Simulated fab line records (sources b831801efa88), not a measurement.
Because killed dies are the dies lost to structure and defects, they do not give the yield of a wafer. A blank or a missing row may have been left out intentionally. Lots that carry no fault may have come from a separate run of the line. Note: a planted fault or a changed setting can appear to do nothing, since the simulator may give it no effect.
fab line records	flow sky130
[record] lots = 6	wafers = 18	last_day = 50
route steps=708 shown METAL1@441 PAD_OPEN@708
lots untouched by any fault: they come from a run of this same line in which no faults occurred
start_h: hours from the record's opening day to when the first of the lot's shown wafers began	wait_h: how many hours have passed since the lot's step before this one	" repeats the value in the row above	L1.1+2: a row that stands for several wafers	- no value, or no start was given	* or withheld: withheld	< > ~ a bound
route shown NAME@n: a module of which the file shows steps, and the number in the route of the first	usual: average and standard deviation across the fault-free wafers	same: alike in all rows	chamber/n: place in a boat	sites: each site's reading	_std_site: their standard deviation	_edge_site: mean of outer sites minus mean of inner sites	radius_mm: how far each site lies from the wafer's centre	mask NAME#n: copy n	behind: tool/chamber where the wafer was last shaped	hold: why the lot was held/for how many hours/how that ended	device: names the non-switching transistor (n, p or np)	end of line: tests of these same wafers at the route's end	a step given without rows: its recipe and nothing more	killed: the dies lost at the first sort to structure and to defects; this is not the yield of the wafer	map: a wafer's dies, marking killed ones x, the rest . and places with no die _
set.NAME: setting as actually run; set.NAME@STEP: the setting as run at that earlier step	model.NAME: the simulator's own value behind a step, which no gauge read
a table for each step, a row for each wafer; lots at some steps of the route
services: a tool's chamber out of use, with start hour (start_h, from the record's first day; less than 0 if before it), hours out, and reason
[[steps]]
[step SKY_METAL1_DEHYDRATE_07]
[recipe] temp_c = 200	time_s = 60
[step SKY_METAL1_HMDS_08]
[recipe] prime_time_s = 60	prime_temp_c = 120
[step SKY_METAL1_COAT_09]
[recipe] resist = BARC	temp_c = withheld	time_s = withheld	spin_rpm = 3000	resist_thk_nm = 60
[step SKY_METAL1_COAT_10]
[recipe] resist = KrF-thick	spin_rpm = 3000	resist_thk_nm = 450
[step SKY_METAL1_SOFTBAKE_11]
[recipe] temp_c = 100	time_s = 87.81	resist = KrF-thick
[step SKY_METAL1_EXPOSE_12]
[recipe] mask_id = MM1	na = 0.8	source_shape = annular	sigma_inner = 0.55	sigma_outer = 0.85	target_cd_nm = 140	dose_mj = 28
[step SKY_METAL1_PEB_13]
[recipe] peb_temp_c = withheld	peb_time_s = withheld	resist = KrF-thick
[step SKY_METAL1_DEVELOP_14]
[recipe] develop_time_s = 60	resist = KrF-thick	dev_temp_c = 21
[step SKY_METAL1_CD_MEAS_15]
[recipe] target_cd_nm = 140
[usual] cd_nm = 140.0/1.2
lot.wafer	tool	chamber	start_h	wait_h	cd_nm
L602.3	cd_sem-02	-	834.68	-	138.8
L602.5	"	-	"	"	139.7
L602.6	"	-	"	"	139.0
L605.1	cd_sem-02	-	836.54	-	141.6
L605.2	"	-	"	"	141.6
L605.3	"	-	"	"	142.5
L606.1	cd_sem-01	-	837.49	-	138.7
L606.2	"	-	"	"	140.0
L606.4	"	-	"	"	138.8
L614.2	cd_sem-01	-	895.62	-	141.7
L614.4	"	-	"	"	139.3
L614.5	"	-	"	"	141.4
L615.1	cd_sem-01	-	899.09	-	141.4
L615.3	"	-	"	"	141.5
L615.4	"	-	"	"	142.2
L619.4	cd_sem-02	-	926.61	-	139.9
L619.5	"	-	"	"	140.8
L619.6	"	-	"	"	141.2
[step SKY_METAL1_OVL_MEAS_16]
[usual] METAL1_OVL = -4/5.8
lot.wafer	tool	chamber	start_h	wait_h	METAL1_OVL[nm]
L602.3	overlay-02	-	834.77	0.1	-4
L602.5	"	-	"	"	6
L602.6	"	-	"	"	-1
L605.1	overlay-01	-	836.66	0.1	-11
L605.2	"	-	"	"	-6
L605.3	"	-	"	"	-7
L606.1	overlay-01	-	837.61	0.1	-14
L606.2	"	-	"	"	-9
L606.4	"	-	"	"	-16
L614.2	overlay-02	-	895.72	0.1	-6
L614.4	"	-	"	"	0
L614.5	"	-	"	"	-6
L615.1	overlay-01	-	899.21	0.1	4
L615.3	"	-	"	"	-2
L615.4	"	-	"	"	-2
L619.4	overlay-01	-	926.69	0.1	-11
L619.5	"	-	"	"	-8
L619.6	"	-	"	"	-6
[step SKY_METAL1_DESCUM_17]
[recipe] chemistry = O2	source_power_w = 150	bias_power_w = 0	pressure_mtorr = 10	temp_c = 40	time_s = 8
[usual] drypump_motor_current_A = 5.78/0.27	oes_product_au = 1.000/0.0094
lot.wafer	tool	chamber	start_h	wait_h	drypump_motor_current_A	oes_product_au	rf_hours_counter_h
L602.3	rie_metal-01	1	834.81	0.0	5.92	0.993	-
L602.5	"	1	"	"	5.95	0.989	-
L602.6	"	0	"	"	5.67	0.989	-
L605.1	rie_metal-02	1	836.70	0.0	5.08	0.987	15
L605.2	"	0	"	"	5.97	1.005	3
L605.3	"	1	"	"	5.06	0.984	-
L606.1	rie_metal-04	0	837.65	0.0	5.76	1.010	1
L606.2	"	1	"	"	5.91	1.005	12
L606.4	"	0	"	"	5.75	1.001	-
L614.2	rie_metal-04	1	895.75	0.0	5.95	1.005	14
L614.4	"	1	"	"	5.95	1.002	-
L614.5	"	0	"	"	5.78	1.016	-
L615.1	rie_metal-01	1	899.25	0.0	5.94	0.983	12
L615.3	"	0	"	"	5.67	0.999	-
L615.4	"	1	"	"	5.97	1.000	-
L619.4	rie_metal-01	0	926.72	0.0	5.66	0.996	-
L619.5	"	0	"	"	5.66	0.984	-
L619.6	"	1	"	"	5.95	0.996	-
[step SKY_METAL1_ETCH_18]
[recipe] chemistry = N2/H2	target = BARC	ion_energy_ev = 200	bias_w = 100	pressure_mtorr = 30	n2_flow_sccm = 100	h2_flow_sccm = 200	icp_w = 500	stop_on = SiO2	time_s = 45.9	target_depth_a = 600
[usual] bias_w = 100.0/0.31	chamber_pressure_mTorr = 29.997/0.028	drypump_motor_current_A = 5.79/0.26	oes_product_au = 0.854/0.0054	throttle_valve_pct = 13.224/0.0084
lot.wafer	tool	chamber	start_h	wait_h	bias_w	chamber_pressure_mTorr	drypump_motor_current_A	oes_product_au	rf_hours_counter_h	throttle_valve_pct
L602.3	rie_metal-01	1	834.85	0.0	100.3	30.017	5.99	0.859	-	13.219
L602.5	"	1	"	"	100.2	30.007	5.98	0.846	-	13.237
L602.6	"	0	"	"	99.8	29.956	5.68	0.858	-	13.216
L605.1	rie_metal-02	1	836.73	0.0	100.8	30.020	5.09	0.849	15	13.224
L605.2	"	0	"	"	100.0	29.978	5.98	0.852	3	13.228
L605.3	"	1	"	"	99.9	29.972	5.08	0.853	-	13.236
L606.1	rie_metal-04	0	837.68	0.0	100.0	30.047	5.77	0.863	1	13.226
L606.2	"	1	"	"	99.8	30.016	5.93	0.856	12	13.228
L606.4	"	0	"	"	99.8	29.990	5.76	0.851	-	13.242
L614.2	rie_metal-04	1	895.79	0.0	100.0	30.024	5.96	0.854	14	13.218
L614.4	"	1	"	"	100.0	29.984	5.95	0.856	-	13.222
L614.5	"	0	"	"	100.3	29.967	5.79	0.852	-	13.215
L615.1	rie_metal-01	1	899.28	0.0	100.2	29.999	5.99	0.851	12	13.214
L615.3	"	0	"	"	100.1	30.010	5.67	0.854	-	13.217
L615.4	"	1	"	"	100.0	29.996	5.99	0.863	-	13.226
L619.4	rie_metal-01	0	926.76	0.0	99.7	30.011	5.68	0.851	-	13.227
L619.5	"	0	"	"	99.5	29.968	5.67	0.851	-	13.213
L619.6	"	1	"	"	100.2	30.003	5.97	0.856	-	13.219
[step SKY_METAL1_METAL_ETCH_19]
[recipe] target_depth_a = 3600	stop_on = SiO2	over_etch_frac = 0.3	time_s = 78	chemistry = Cl2/BCl3	resist_sidewall_deg = 88	pressure_mtorr = 10	icp_w = 900	bias_w = 48.5	Cl2_flow_sccm = 60	bcl3_flow_sccm = 30
[usual] bcl3_flow_sccm = 30.00/0.091	bias_w = 48.47/0.15	drypump_motor_current_A = 5.78/0.27	oes_product_au = 0.854/0.0062	throttle_valve_pct = 22.264/0.011
lot.wafer	tool	chamber	start_h	wait_h	bcl3_flow_sccm	bias_w	drypump_motor_current_A	oes_product_au	rf_hours_counter_h	throttle_valve_pct	model.KrF-thick_of_METAL1_COAT_10.thk_nm	model.SiO2_of_CONTACT_HDPCVD_02.thk_nm
L602.3	rie_metal-01	1	834.92	0.1	29.82	48.60	5.97	0.866	-	22.268	162.3	325.8
L602.5	"	1	"	"	29.92	48.46	6.00	0.861	-	22.269	159.3	324.9
L602.6	"	0	"	"	30.02	48.73	5.66	0.866	-	22.254	163.3	325.8
L605.1	rie_metal-02	1	836.80	0.0	29.92	48.25	5.06	0.851	15	22.281	162.3	324.2
L605.2	"	0	"	"	29.93	48.45	5.97	0.856	3	22.246	155.4	323.1
L605.3	"	1	"	"	30.10	48.50	5.04	0.859	-	22.263	160.9	323.6
L606.1	rie_metal-04	0	837.75	0.0	30.14	48.40	5.77	0.862	1	22.261	155.7	324.3
L606.2	"	1	"	"	30.16	48.36	5.97	0.845	12	22.253	157.4	323.8
L606.4	"	0	"	"	30.06	48.49	5.78	0.863	-	22.270	155.2	324.3
L614.2	rie_metal-04	1	895.85	0.0	-	-	-	-	-	-	393.8	337.5
L614.4	"	1	"	"	-	-	-	-	-	-	393.9	336.7
L614.5	"	0	"	"	-	-	-	-	-	-	393	336.1
L615.1	rie_metal-01	1	899.34	0.0	-	-	-	-	-	-	392.9	336.2
L615.3	"	0	"	"	-	-	-	-	-	-	394.6	337
L615.4	"	1	"	"	-	-	-	-	-	-	395	336.2
L619.4	rie_metal-01	0	926.83	0.1	29.96	48.34	5.66	0.848	-	22.250	162.8	325.8
L619.5	"	0	"	"	30.02	48.49	5.68	0.858	-	22.257	163.1	325
L619.6	"	1	"	"	30.07	48.62	5.96	0.861	-	22.249	161.5	326
[step SKY_METAL1_STRIP_20]
[recipe] chemistry = O2/N2	power_w = 1400	pressure_mtorr = 1500	platen_temp_c = withheld	o2_flow_sccm = 3000	n2_flow_sccm = 300	overash_fraction = 0.5
[usual] drypump_motor_current_A = 5.4/0.36	o2_flow_sccm = 3000/8.9	oes_product_au = 0.343/0.0051	strip_time_to_endpoint_s = 2.69/0.041
lot.wafer	tool	chamber	start_h	wait_h	drypump_motor_current_A	o2_flow_sccm	oes_product_au	rf_hours_counter_h	strip_time_to_endpoint_s
L602.3	plasma_asher-01	0	835.02	0.1	5.4	3003	0.346	-	2.72
L602.5	"	0	"	"	5.5	3021	0.348	-	2.71
L602.6	"	1	"	"	5.5	3002	0.346	-	2.74
L605.1	plasma_asher-04	1	836.89	0.1	5.1	3013	0.345	99	2.73
L605.2	"	0	"	"	5.7	3000	0.347	99	2.67
L605.3	"	1	"	"	5.0	2993	0.348	-	2.72
L606.1	plasma_asher-02	1	837.84	0.1	4.7	2994	0.339	9	2.66
L606.2	"	0	"	"	5.9	2994	0.338	9	2.68
L606.4	"	0	"	"	5.8	2998	0.347	-	2.65
L614.2	plasma_asher-04	0	895.94	0.1	5.7	2992	0.446	105	5.19
L614.4	"	1	"	"	5.0	3004	0.455	-	5.21
L614.5	"	1	"	"	5.0	2996	0.454	-	5.20
L615.1	plasma_asher-04	0	899.43	0.1	5.7	2997	0.461	105	5.21
L615.3	"	0	"	"	5.7	2997	0.451	-	5.23
L615.4	"	1	"	"	5.0	2994	0.448	-	5.23
L619.4	plasma_asher-02	1	926.92	0.1	4.7	3000	0.342	-	2.73
L619.5	"	1	"	"	4.7	3001	0.352	-	2.75
L619.6	"	0	"	"	5.8	2988	0.339	-	2.72
[step SKY_METAL1_STRIP_21]
[recipe] chemistry = post_etch_residue_remover	time_s = 1200	temp_c = 72.5
[step SKY_PAD_OPEN_PROBE_99]
[usual] defect_limited_yield = 82.2/1.8	killed_at_M0_to_M3 = 44/7.1	killed_at_M4_up = 3.1/1.9	killed_at_contacts = 25/5.8	killed_at_front_end = 16/4.5	killed_at_other = 0.3/0.52	killed_dies = 88/9.1	killed_on_rim = 17/4	killed_open = 48/6.8	killed_short = 39/5.8	sort_bin_3_pad_short = 0.9/0.4	sort_bin_5_function = 10.6/1.4	sort_bin_6_memory = 6.3/1.1	sort_n_pass = 404/9.1	sort_yield_pct = 82.2/1.8
[same] gross_dies = 492	killed_at_back_side = 0	sort_bin_4_leakage[%] = 0	sort_bin_8_speed[%] = 0
lot.wafer	tool	chamber	start_h	wait_h	defect_limited_yield[%]	killed_at_M0_to_M3	killed_at_M4_up	killed_at_contacts	killed_at_front_end	killed_at_other	killed_dies	killed_on_rim	killed_open	killed_short	sort_bin_3_pad_short[%]	sort_bin_5_function[%]	sort_bin_6_memory[%]	sort_n_pass	sort_yield_pct[%]
L602.3	prober-01	-	1132.25	0.2	86.0	34	3	16	16	0	69	16	35	34	1.2	8.1	4.7	423	86.0
L602.5	prober-01	-	1132.35	0.2	83.3	49	1	19	12	1	82	17	43	38	1.0	9.8	5.9	410	83.3
L602.6	prober-01	-	1132.40	0.2	82.5	51	6	17	12	0	86	18	47	39	0.2	11.4	5.9	406	82.5
L605.1	prober-01	-	1137.02	0.1	77.4	58	8	32	13	0	111	21	54	57	1.0	13.8	7.7	381	77.4
L605.2	prober-01	-	1137.07	0.1	79.1	59	4	26	14	0	103	22	51	50	0.8	12.2	7.9	389	79.1
L605.3	prober-01	-	1137.12	0.2	84.3	44	8	18	7	0	77	16	41	35	0.2	8.1	7.3	415	84.3
L606.1	prober-01	-	1139.30	0.1	80.1	40	6	31	21	0	98	21	49	49	1.4	9.6	8.9	394	80.1
L606.2	prober-01	-	1139.35	0.1	80.7	46	3	34	12	0	95	14	49	46	2.0	10.4	6.9	397	80.7
L606.4	prober-01	-	1139.45	0.2	82.1	38	1	37	12	0	88	15	47	41	0.8	11.4	5.7	404	82.1
L614.2	prober-01	-	1176.62	0.1	0	448	3	25	16	0	492	96	47	45	1.4	91.1	7.5	0	0
L614.4	prober-01	-	1176.72	0.2	0	448	1	25	18	0	492	96	58	36	0.8	93.5	5.7	0	0
L614.5	prober-01	-	1176.77	0.2	0	448	6	24	14	0	492	96	54	32	0.6	93.3	6.1	0	0
L615.1	prober-02	-	1178.16	0.1	0	459	2	17	14	0	492	96	41	33	0.2	93.9	5.9	0	0
L615.3	prober-02	-	1178.26	0.2	0	456	3	24	9	0	492	96	50	28	1.0	92.9	6.1	0	0
L615.4	prober-02	-	1178.31	0.2	0	440	4	26	22	0	492	96	59	42	1.2	91.7	7.1	0	0
L619.4	prober-02	-	1197.12	0.2	85.0	39	4	21	9	1	74	17	39	35	0.6	8.5	5.9	418	85.0
L619.5	prober-02	-	1197.17	0.2	82.1	40	8	21	17	2	88	19	38	48	1.2	10.6	6.1	404	82.1
L619.6	prober-02	-	1197.22	0.2	84.1	38	3	21	16	0	78	13	46	32	0.6	10.4	4.9	414	84.1
// killed by level:class
L602.3 VIA1:geometric_particle:open=8 CONTACT:geometric_particle:open=6 VIA3:geometric_particle:open=6 VIA1:geometric_particle:short=5 FIELD_ISO:geometric_particle:open=4 METAL1:geometric_particle:short=4 METAL3:geometric_particle:short=4 FIELD_ISO:geometric_particle:short=3
L602.5 VIA1:geometric_particle:open=13 VIA1:geometric_particle:short=8 CONTACT:geometric_particle:open=7 METAL1:geometric_particle:short=7 LI_CONTACT:geometric_particle:open=6 METAL2:geometric_particle:short=5 VIA2:geometric_particle:short=5 FIELD_ISO:geometric_particle:open=4
L602.6 VIA1:geometric_particle:open=10 VIA3:geometric_particle:open=8 CONTACT:geometric_particle:open=7 METAL1:geometric_particle:short=7 VIA2:geometric_particle:open=7 METAL2:geometric_particle:short=6 LOCAL_INTERCONNECT:geometric_particle:short=5 POLY_GATE:geometric_particle:open=3
L605.1 CONTACT:geometric_particle:open=15 METAL1:geometric_particle:short=10 VIA1:geometric_particle:open=9 METAL2:geometric_particle:short=8 CONTACT:geometric_particle:short=8 VIA2:geometric_particle:open=8 METAL4:geometric_particle:short=6 VIA3:geometric_particle:short=6
L605.2 VIA1:geometric_particle:open=15 CONTACT:geometric_particle:open=8 METAL3:geometric_particle:short=8 METAL2:geometric_particle:short=7 VIA3:geometric_particle:open=6 LOCAL_INTERCONNECT:geometric_particle:short=6 METAL1:geometric_particle:short=6 VIA1:geometric_particle:short=6
L605.3 VIA1:geometric_particle:open=10 VIA2:geometric_particle:open=8 VIA3:geometric_particle:open=7 METAL1:geometric_particle:short=5 METAL4:geometric_particle:short=5 LOCAL_INTERCONNECT:geometric_particle:short=4 LI_CONTACT:geometric_particle:open=4 METAL2:geometric_particle:short=4
L606.1 VIA1:geometric_particle:open=12 CONTACT:geometric_particle:open=10 LOCAL_INTERCONNECT:geometric_particle:short=8 FIELD_ISO:geometric_particle:short=7 LI_CONTACT:geometric_particle:open=5 CONTACT:geometric_particle:short=4 VIA1:geometric_particle:short=4 METAL2:geometric_particle:short=4
L606.2 VIA1:geometric_particle:open=12 CONTACT:geometric_particle:open=12 CONTACT:geometric_particle:short=6 METAL1:geometric_particle:short=6 POLY_GATE:geometric_particle:short=5 LI_CONTACT:geometric_particle:short=5 LI_CONTACT:geometric_particle:open=5 VIA2:geometric_particle:open=5
L606.4 LOCAL_INTERCONNECT:geometric_particle:short=11 CONTACT:geometric_particle:open=11 VIA1:geometric_particle:open=11 CONTACT:geometric_particle:short=7 VIA1:geometric_particle:short=7 POLY_GATE:geometric_particle:open=5 LI_CONTACT:geometric_particle:open=4 LOCAL_INTERCONNECT:geometric_particle:open=4
L614.2 METAL1:area_etch=400 CONTACT:geometric_particle:open=13 VIA1:geometric_particle:open=10 METAL2:geometric_particle:short=9 VIA3:geometric_particle:open=8 VIA1:geometric_particle:short=8 FIELD_ISO:geometric_particle:short=5 POLY_GATE:geometric_particle:short=4
L614.4 METAL1:area_etch=397 VIA1:geometric_particle:open=17 CONTACT:geometric_particle:open=9 VIA1:geometric_particle:short=7 FIELD_ISO:geometric_particle:open=6 LI_CONTACT:geometric_particle:open=6 METAL1:geometric_particle:short=6 VIA3:geometric_particle:open=6
L614.5 METAL1:area_etch=406 VIA3:geometric_particle:open=15 CONTACT:geometric_particle:open=11 VIA1:geometric_particle:open=10 LI_CONTACT:geometric_particle:open=7 VIA1:geometric_particle:short=5 METAL4:geometric_particle:short=5 FIELD_ISO:geometric_particle:open=4
L615.1 METAL1:area_etch=418 CONTACT:geometric_particle:open=8 VIA1:geometric_particle:open=8 VIA3:geometric_particle:open=7 METAL2:geometric_particle:short=6 CONTACT:geometric_particle:short=5 METAL1:geometric_particle:short=5 VIA2:geometric_particle:open=5
L615.3 METAL1:area_etch=414 CONTACT:geometric_particle:open=11 VIA1:geometric_particle:open=10 VIA2:geometric_particle:open=8 LI_CONTACT:geometric_particle:open=6 LI_CONTACT:geometric_particle:short=5 VIA3:geometric_particle:open=4 METAL1:geometric_particle:open=3
L615.4 METAL1:area_etch=391 VIA1:geometric_particle:open=9 CONTACT:geometric_particle:open=9 LI_CONTACT:geometric_particle:open=8 VIA3:geometric_particle:open=7 VIA1:geometric_particle:short=6 VIA2:geometric_particle:open=6 FIELD_ISO:geometric_particle:short=5
L619.4 VIA1:geometric_particle:open=9 METAL1:geometric_particle:short=8 CONTACT:geometric_particle:open=8 LI_CONTACT:geometric_particle:open=6 METAL3:geometric_particle:short=4 VIA2:geometric_particle:short=4 VIA2:geometric_particle:open=4 POLY_CUT:geometric_particle:open=3
L619.5 CONTACT:geometric_particle:open=10 VIA2:geometric_particle:open=8 VIA1:geometric_particle:open=7 LOCAL_INTERCONNECT:geometric_particle:short=6 METAL2:geometric_particle:short=6 FIELD_ISO:geometric_particle:short=5 POLY_GATE:geometric_particle:open=5 METAL1:geometric_particle:short=5
L619.6 CONTACT:geometric_particle:open=9 VIA3:geometric_particle:open=9 VIA1:geometric_particle:open=8 FIELD_ISO:geometric_particle:open=5 METAL1:geometric_particle:short=5 POLY_GATE:geometric_particle:open=4 CONTACT:geometric_particle:short=4 LI_CONTACT:geometric_particle:open=3
// map L614.2 (x killed, . not)
__________xxxxxxxxxx_________
________xxxxxxxxxxxxxx_______
______xxxxxxxxxxxxxxxxxx_____
_____xxxxxxxxxxxxxxxxxxxx____
____xxxxxxxxxxxxxxxxxxxxxx___
___xxxxxxxxxxxxxxxxxxxxxxxx__
__xxxxxxxxxxxxxxxxxxxxxxxxxx_
_xxxxxxxxxxxxxxxxxxxxxxxxxxxx
_xxxxxxxxxxxxxxxxxxxxxxxxxxxx
_xxxxxxxxxxxxxxxxxxxxxxxxxxxx
_xxxxxxxxxxxxxxxxxxxxxxxxxxxx
_xxxxxxxxxxxxxxxxxxxxxxxxxxxx
_xxxxxxxxxxxxxxxxxxxxxxxxxxxx
_xxxxxxxxxxxxxxxxxxxxxxxxxxxx
_xxxxxxxxxxxxxxxxxxxxxxxxxxxx
__xxxxxxxxxxxxxxxxxxxxxxxxxx_
___xxxxxxxxxxxxxxxxxxxxxxxx__
____xxxxxxxxxxxxxxxxxxxxxx___
_____xxxxxxxxxxxxxxxxxxxx____
______xxxxxxxxxxxxxxxxxx_____
________xxxxxxxxxxxxxx_______
__________xxxxxxxxxx_________
// map L615.1 (x killed, . not)
__________xxxxxxxxxx_________
________xxxxxxxxxxxxxx_______
______xxxxxxxxxxxxxxxxxx_____
_____xxxxxxxxxxxxxxxxxxxx____
____xxxxxxxxxxxxxxxxxxxxxx___
___xxxxxxxxxxxxxxxxxxxxxxxx__
__xxxxxxxxxxxxxxxxxxxxxxxxxx_
_xxxxxxxxxxxxxxxxxxxxxxxxxxxx
_xxxxxxxxxxxxxxxxxxxxxxxxxxxx
_xxxxxxxxxxxxxxxxxxxxxxxxxxxx
_xxxxxxxxxxxxxxxxxxxxxxxxxxxx
_xxxxxxxxxxxxxxxxxxxxxxxxxxxx
_xxxxxxxxxxxxxxxxxxxxxxxxxxxx
_xxxxxxxxxxxxxxxxxxxxxxxxxxxx
_xxxxxxxxxxxxxxxxxxxxxxxxxxxx
__xxxxxxxxxxxxxxxxxxxxxxxxxx_
___xxxxxxxxxxxxxxxxxxxxxxxx__
____xxxxxxxxxxxxxxxxxxxxxx___
_____xxxxxxxxxxxxxxxxxxxx____
______xxxxxxxxxxxxxxxxxx_____
________xxxxxxxxxxxxxx_______
__________xxxxxxxxxx_________
[[services]]
tool	chamber	start_h	hours	kind
plasma_asher-02	-	822.15	2.8	pm
rie_metal-01	0	854.35	18.2	repair
plasma_asher-04	-	908.29	2.4	repair
rie_metal-02	1	909.05	-	clean
rie_metal-02	1	909.05	26.0	scheduled_down
rie_metal-02	1	909.05	26.0	vent_cycle
[[key]]
[first_sign] step = SKY_METAL1_METAL_ETCH_19	reading = tool_record	direction = missing
[effect] step = SKY_METAL1_STRIP_20	reading = strip_time_to_endpoint_s	direction = up	sigmas = 62	usual = *	struck = *
[effect] step = SKY_PAD_OPEN_PROBE_99	reading = sort_bin_5_function	direction = up	sigmas = 57	usual = 10.6	struck = 92.7
[model_effect] step = SKY_METAL1_METAL_ETCH_19	value = KrF-thick_of_METAL1_COAT_10.thk_nm	without = 159.3	struck = 393.9
[more_kills_born_at] SKY_METAL1_METAL_ETCH_19@rie_metal-01 = 1223	SKY_METAL1_METAL_ETCH_19@rie_metal-04 = 1203
met_at SKY_METAL1_METAL_ETCH_19
struck_wafers L614.2,L614.4,L614.5,L615.1,L615.3,L615.4
later_rows_left_out L614.2,L614.4,L614.5,L615.1,L615.3,L615.4
onset_between 837.75 895.85
[fault] kind = skipped_step_whole	tool = rie_metal-01,rie_metal-04	chamber = -	onset_h = 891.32	steps = SKY_METAL1_METAL_ETCH_19	scope = struck_lots_only
// later_rows_left_out: the simulator's readings of these wafers behind a module that went badly wrong aren't trusted and aren't shown, but for the sort
